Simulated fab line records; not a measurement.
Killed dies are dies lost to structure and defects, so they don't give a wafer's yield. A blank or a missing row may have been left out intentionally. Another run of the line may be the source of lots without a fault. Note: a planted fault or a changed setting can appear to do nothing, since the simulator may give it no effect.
Comparing a struck lot with a sound one + flow sky130 + 31 steps out of a route of 708
Sound: the wafers L531.4, L531.5, L531.6. Struck: wafer L537.4; the same lot's L537.2 was not struck, so it is left out; see the end for the cause.
At each step with rows: each side's tool, then ch and its chambers, then its first start. Under that, the readings that differ: sound wafers + struck wafers + difference of the means + sigmas: that difference in standard deviations of wafers without a fault.
alike: same words and numbers on both sides, and readings whose means sit less than 2 such deviations apart. not compared: any withheld reading, any reading some wafer has no value for, any bound like >300 that may hide the same value, and any number with overlapping values for which the record gives no deviation.
Wherever a step has rows on one side only, a row that says differs or no value, or a row with sigmas, the two part there. Numbers that don't overlap but have no deviation are shown without sigmas and don't part them. A reading missing from all wafers of one side parts the sides only when that side holds two or more wafers.

SKY_PWDE_OVL_MEAS_07:
  sound: overlay-02 at day 4 14:40; struck: overlay-01 at day 5 23:31
  alike: PWDE_OVL
following that, these wafers have no rows for 1 step: SKY_PWDE_IMPLANT_08.
SKY_PWDE_STRIP_09: strips in O2/N2.
  sound on plasma-asher-04 ch 0,1, day 4 14:52; struck on plasma-asher-04 ch 1, day 5 23:42
  alike: chamber-pressure-mTorr, drypump-motor-current-A, oes-product-au, strip-time-to-endpoint-s
  not compared: rf-hours-counter-h
SKY_PWDE_TW_MEAS_10:
  sound: film-metro-02 at day 4 14:58; struck: film-metro-02 at day 5 23:49
  alike: PWDE_TW
then, 7 steps without rows for these wafers: SKY_NWELL_DEHYDRATE_03 (time 60 s); SKY_NWELL_HMDS_04 (prime time 60 s); SKY_NWELL_COAT_05 (resist thk 3000 nm); SKY_NWELL_SOFTBAKE_06; SKY_NWELL_EXPOSE_07 (exposes mask NWM, target cd 840 nm); SKY_NWELL_PEB_08; SKY_NWELL_DEVELOP_09 (develop time 60 s).
SKY_NWELL_OVL_MEAS_10:
  sound: overlay-02 at day 5 08:43; struck: overlay-02 at day 6 18:03
  alike: NWELL_00_OVL
SKY_NWELL_IMPLANT_11:
  sound on implanter-04 ch 0, day 5 08:49; struck on implanter-02 ch 0, day 6 18:07
| reading            | sound             | struck | difference | sigmas |
|--------------------|-------------------|--------|------------|--------|
| beam-on-s (s)      | 10.12 9.89 10.26  | 7.99   | -2.10      | -10    |
| faraday-current-uA | 105.7 108.0 104.5 | 133.9  | +27.8      | +12    |
then, 2 steps without rows for these wafers: SKY_NWELL_IMPLANT_12; SKY_NWELL_IMPLANT_13.
SKY_NWELL_STRIP_14: strips in O2/N2.
  sound on plasma-asher-02 ch 0,1, day 5 09:13; struck on plasma-asher-02 ch 1, day 6 18:32
  alike: chamber-pressure-mTorr, drypump-motor-current-A, oes-product-au, strip-time-to-endpoint-s
  not compared: rf-hours-counter-h
SKY_NWELL_TW_MEAS_15:
  sound: film-metro-04 at day 5 09:19; struck: film-metro-03 at day 6 18:53
| reading  | sound          | struck | difference | sigmas |
|----------|----------------|--------|------------|--------|
| NWELL_TW | 1813 1808 1818 | 1737   | -76        | -6     |
  not compared: hold
then, 6 steps without rows for these wafers: SKY_NWELL_HMDS_17 (prime time 60 s); SKY_NWELL_COAT_18 (resist thk 3000 nm); SKY_NWELL_SOFTBAKE_19; SKY_NWELL_EXPOSE_20 (exposes mask NWM COMPLEMENT, target cd 840 nm); SKY_NWELL_PEB_21; SKY_NWELL_DEVELOP_22 (develop time 60 s).
SKY_NWELL_OVL_MEAS_23:
  sound: overlay-02 at day 6 03:22; struck: overlay-02 at day 7 13:42
| reading           | sound         | struck | difference | sigmas |
|-------------------|---------------|--------|------------|--------|
| NWELL_01_OVL (nm) | 0.1 -2.1 -2.7 | 1.3    | +2.9       | +2     |
following that, these wafers have no rows for 1 step: SKY_NWELL_IMPLANT_24.
SKY_NWELL_STRIP_25: strips in O2/N2.
  sound on plasma-asher-03 ch 0,1, day 6 03:34; struck on plasma-asher-02 ch 1, day 7 13:53
  alike: chamber-pressure-mTorr, drypump-motor-current-A, oes-product-au, strip-time-to-endpoint-s
  not compared: rf-hours-counter-h
SKY_NWELL_TW_MEAS_26:
  sound: film-metro-02 at day 6 03:40; struck: film-metro-02 at day 7 13:59
  alike: NWELL_2_TW
then, 1 step without rows for these wafers: SKY_NWELL_CLEAN_27 (cleans in SC1/SC2, time 150 s).
SKY_NWELL_RTA_28: time 30 s.
  sound on rtp-anneal-01 ch 0, day 6 03:47; struck on rtp-anneal-01 ch 0, day 7 14:07
  alike: anneal-temp-c-max, lamp-power-pct, ramp-down-c-per-s, wafer_temp_C_max
SKY_NWELL_RS_MEAS_29: measures by four-point-probe.
  sound: film-metro-03 at day 6 03:54; struck: film-metro-02 at day 7 14:34
| reading           | sound             | struck | difference | sigmas |
|-------------------|-------------------|--------|------------|--------|
| NWELL_RS (ohm/sq) | 626.1 625.4 624.0 | 681.5  | +56.3      | +35    |
  not compared: hold
-- the record jumps here: 41 days lie between the struck wafers' starts before and after (it left off in module NWELL and takes up again in module PAD_OPEN, whose first step shown is number 708 of the route) --
SKY_PAD_OPEN_PROBE_99:
  sound: prober-01 at day 46 14:49; struck: prober-01 at day 48 07:42
| reading                                   | sound                         | struck    | difference | sigmas |
|-------------------------------------------|-------------------------------|-----------|------------|--------|
| model.etest.nfet_16v.r-on-ohm-um          | 1.409e+04 1.416e+04 1.407e+04 | 1.507e+04 | +9.633e+02 |        |
| model.etest.res-nwell.line-ohm-um         | 1187 1188 1168                | 1203      | +22        |        |
| model.etest.res-nwell.rs-ohm-sq           | 985.5 999.8 972               | 1001      | +15        |        |
| model.etest.res-nwell.width-nm (nm)       | 843.5 843.4 832.3             | 818.2     | -21.5      |        |
| model.etest.pfet_16v.drive-ua-um          | 241.8 242 245.9               | 252.8     | +9.6       |        |
| model.etest.field-p.vt-v (V)              | -42.37 -42.99 -42.11          | -36.59    | +5.90      |        |
| model.etest.pfet-g5v0d10v5.off-log10-a-um | -12.87 -13.23 -12.91          | -11.61    | +1.39      |        |
| model.etest.pfet_16v.vt-v (V)             | -1.13 -1.133 -1.116           | -1.047    | +0.079     |        |
  alike: killed_at_M0_to_M3, killed_at_M4_up, killed-at-contacts, killed-at-front-end, killed-at-other, killed-dies, killed-open, killed-short

## WHERE THEY PART
Earliest at SKY_NWELL_IMPLANT_11; latest, in this record, at SKY_NWELL_RS_MEAS_29. Later steps at which nothing parts them and some readings are alike: SKY_PAD_OPEN_PROBE_99.

WHY: what the simulator had put in
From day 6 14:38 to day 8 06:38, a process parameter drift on implanter-02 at SKY_NWELL_IMPLANT_11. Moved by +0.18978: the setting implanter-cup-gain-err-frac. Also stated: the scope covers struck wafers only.
